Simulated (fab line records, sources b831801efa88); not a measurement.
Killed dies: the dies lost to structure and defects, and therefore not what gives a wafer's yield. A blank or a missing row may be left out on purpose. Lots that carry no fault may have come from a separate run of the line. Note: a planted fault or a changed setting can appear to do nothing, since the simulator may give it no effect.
Which of the tools did it? ; flow gf180mcu ; 39 wafers sampled from 13 lots at 1 step of a route of 602

## WHAT EACH GAUGE READ, for each wafer
GF_V2_THK_MEAS_01.
lot;measured;on;V2_CVD_00_THK (nm)
L621;day 20 03:50;film-metro-02;596 591 605
L620;day 20 04:30;film-metro-03;598 603 594
L622;day 20 13:06;film-metro-03;596 596 595
L624;day 21 02:08;film-metro-03;606 602 605
L625;day 21 08:19;film-metro-02;587 585 593
L626;day 22 01:53;film-metro-02;598 593 600
L627;day 22 07:34;film-metro-01;608 611 608
L628;day 22 14:20;film-metro-01;609 601 604
L631;day 23 15:21;film-metro-01;598 593 599
L632;day 24 00:45;film-metro-03;600 601 602
L635;day 24 22:14;film-metro-02;597 598 601
L636;day 25 09:34;film-metro-02;593 592 593
L642;day 27 02:57;film-metro-02;593 593 588

## TOOL THAT RAN EACH LOT (tool first, then ch and the chambers of the sampled wafers, then the start)
The record shows no process step preceding these readings.

## WHAT THE TOOLS THEMSELVES READ (means of the sampled wafers that have a number; where no wafer has one, the mark that the record gives instead)
The record holds no such reading with a usual standard deviation.

## THE ANSWER, worked out from the rows above alone
Rule: the usual values come from the lots themselves. Put in order of their means at a reading, lots are off if they are a third of the lots or fewer, leave a main group of 4 or more, and stand apart from it by a gap of 3 or more times the standard deviation of the main group's means; of several such gaps the widest counts. Not used: any main group whose means are identical at the precision the tables above print for the reading. A lot without any number at a reading at which 4 lots or more have one is off too. Any other lot the step has rows for is counted as sound. Order of review: gauges by route order, followed by the tools' own readings, for which a lot's mean as printed above is used. At the first step where some lot is off, the reading lying furthest off is the one used; lots without a number count as furthest.
Across all readings shown, no lot is off: no conclusion can be drawn from this.

## WHAT THE SIMULATOR HAD INSERTED
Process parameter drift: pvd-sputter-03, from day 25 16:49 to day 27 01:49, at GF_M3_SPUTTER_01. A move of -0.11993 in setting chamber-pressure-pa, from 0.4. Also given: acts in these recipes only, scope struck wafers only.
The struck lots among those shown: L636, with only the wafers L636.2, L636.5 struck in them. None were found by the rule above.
